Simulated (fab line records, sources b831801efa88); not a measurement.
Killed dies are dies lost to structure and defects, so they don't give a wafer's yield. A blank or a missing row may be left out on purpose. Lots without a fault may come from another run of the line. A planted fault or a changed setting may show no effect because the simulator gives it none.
A struck lot beside a sound one | flow sky130 | 16 steps out of a route of 708
Sound: wafers L396.1, L396.2, L396.3. Struck: wafers L403.3, L403.4, L403.5. The cause comes at the end.
At each step with rows: each side's tool, then ch and its chambers, then its first start. Under that, the readings that differ: sound wafers | struck wafers | difference of the means | sigmas: that difference in standard deviations of wafers without a fault.
alike: readings whose means differ by less than 2 such deviations, and words and numbers that are the same on both sides. not compared: withheld readings, readings that some wafer has no value for, bounds like >300 that may hide the same value, and numbers for which the record gives no deviation and whose values overlap.
The two part at a step that has a row with sigmas, a row that says differs or no value, or rows on one side only. Numbers that don't overlap but have no deviation are shown without sigmas and don't part them. A reading that every wafer of one side lacks parts them only if that side has two wafers or more.

first, 5 steps without rows for these wafers: SKY_POLY_GATE_COAT_08 (resist thk 450 nm); SKY_POLY_GATE_SOFTBAKE_09 (time 90 s); SKY_POLY_GATE_EXPOSE_10 (exposes mask P1M, target cd 150 nm); SKY_POLY_GATE_PEB_11; SKY_POLY_GATE_DEVELOP_12 (develop time 60 s).
SKY_POLY_GATE_CD_MEAS_13: target cd 150 nm.
  sound on cd_sem-02, day 17 06:07; struck on cd_sem-01, day 19 23:36
  reading    | sound             | struck            | difference | sigmas
  cd_nm (nm) | 152.0 152.7 151.3 | 148.8 147.5 148.0 | -3.9       | -2
SKY_POLY_GATE_OVL_MEAS_14:
  sound on overlay-02, day 17 06:14; struck on overlay-01, day 19 23:41
  alike: POLY_GATE_OVL
SKY_POLY_GATE_ETCH_15: etches BARC in N2/H2, stops on SiO2, time 118.5 s, target depth 110 nm.
  sound on rie_diel-01 ch 0,1,2, day 17 06:16; struck on rie_diel-03 ch 0,2, day 19 23:45
  reading                | sound | struck | difference                    | sigmas
  rf_hours_counter_h (h) | 3 4 2 | - - -  | no value on the struck wafers |
  alike: drypump_motor_current_A, oes_product_au, throttle_valve_pct
SKY_POLY_GATE_ETCH_16: etches Si3N4 in CH3F/O2, stops on poly-Si, time 147.5 s, target depth 75 nm.
  sound on rie_diel-01 ch 0,1,2, day 17 06:21; struck on rie_diel-03 ch 0,2, day 19 23:53
  reading                | sound | struck | difference                    | sigmas
  rf_hours_counter_h (h) | 3 4 2 | - - -  | no value on the struck wafers |
  alike: drypump_motor_current_A, oes_product_au, throttle_valve_pct
SKY_POLY_GATE_ETCH_17: etches poly-Si in HBr/Cl2, stops on SiO2, target depth 180 nm, time 70.5 s.
  sound on rie_si-01 ch 0,2,3, day 17 06:27; struck on rie_si-02 ch 0,1, day 19 23:59
  alike: drypump_motor_current_A, oes_product_au, throttle_valve_pct
  not compared: rf_hours_counter_h
SKY_POLY_GATE_STRIP_18: strips in O2/N2.
  sound on plasma_asher-03 ch 0,1, day 17 06:30; struck on plasma_asher-04 ch 0,1, day 20 00:04
  alike: drypump_motor_current_A, oes_product_au, strip_time_to_endpoint_s
  not compared: rf_hours_counter_h
then, 1 step without rows for these wafers: SKY_POLY_GATE_CLEAN_19 (cleans in SC1/SC2, time 150 s).
SKY_POLY_GATE_OXIDATION_20: stabilise 600 s, purge 300 s, target thk 4 nm.
  sound on furnace-02 ch 0, day 17 08:29; struck on furnace-02 ch 0, day 20 00:14
  reading                                          | sound            | struck            | difference | sigmas
  model.SiO2_of_POLY_GATE_OXIDATION_20.thk_nm (nm) | 4.18 4.139 4.206 | 4.505 4.546 4.563 | +0.363     |
  alike: spike_tc_lower_C
SKY_POLY_GATE_THK_MEAS_21:
  sound on film_metro-01, day 17 09:44; struck on film_metro-04, day 20 01:31
  reading                      | sound          | struck         | difference | sigmas
  POLY_GATE_OXIDATION_THK (nm) | 4.22 4.18 4.17 | 4.53 4.50 4.60 | +0.35      | +4
SKY_POLY_GATE_CD_MEAS_22:
  sound on cd_sem-02, day 17 09:48; struck on cd_sem-01, day 20 01:37
  alike: cd_nm
-- the record jumps here: 28 days lie between the struck wafers' starts before and after (it left off in module POLY_GATE and takes up again in module PAD_OPEN, whose first step shown is number 708 of the route) --
SKY_PAD_OPEN_PROBE_99:
  sound on prober-01, day 46 15:38; struck on prober-02, day 48 11:35
  reading                         | sound             | struck            | difference | sigmas
  model.etest.tip_sonos.rs_ohm_sq | 2713 2663 2770    | 2812 2850 2863    | +126       |
  model.etest.tip_n.rs_ohm_sq     | 435.5 436.3 441.5 | 445.3 442.3 447.5 | +7.3       |
  alike: killed_at_M0_to_M3, killed_at_M4_up, killed_at_contacts, killed_at_front_end, killed_at_other, killed_dies, killed_on_rim, killed_open, killed_short

WHERE THEY PART
First at SKY_POLY_GATE_CD_MEAS_13; last, within this record, at SKY_POLY_GATE_THK_MEAS_21. Later steps at which nothing parts them and some readings are alike: SKY_POLY_GATE_CD_MEAS_22, SKY_PAD_OPEN_PROBE_99.

WHY: what the simulator had put in
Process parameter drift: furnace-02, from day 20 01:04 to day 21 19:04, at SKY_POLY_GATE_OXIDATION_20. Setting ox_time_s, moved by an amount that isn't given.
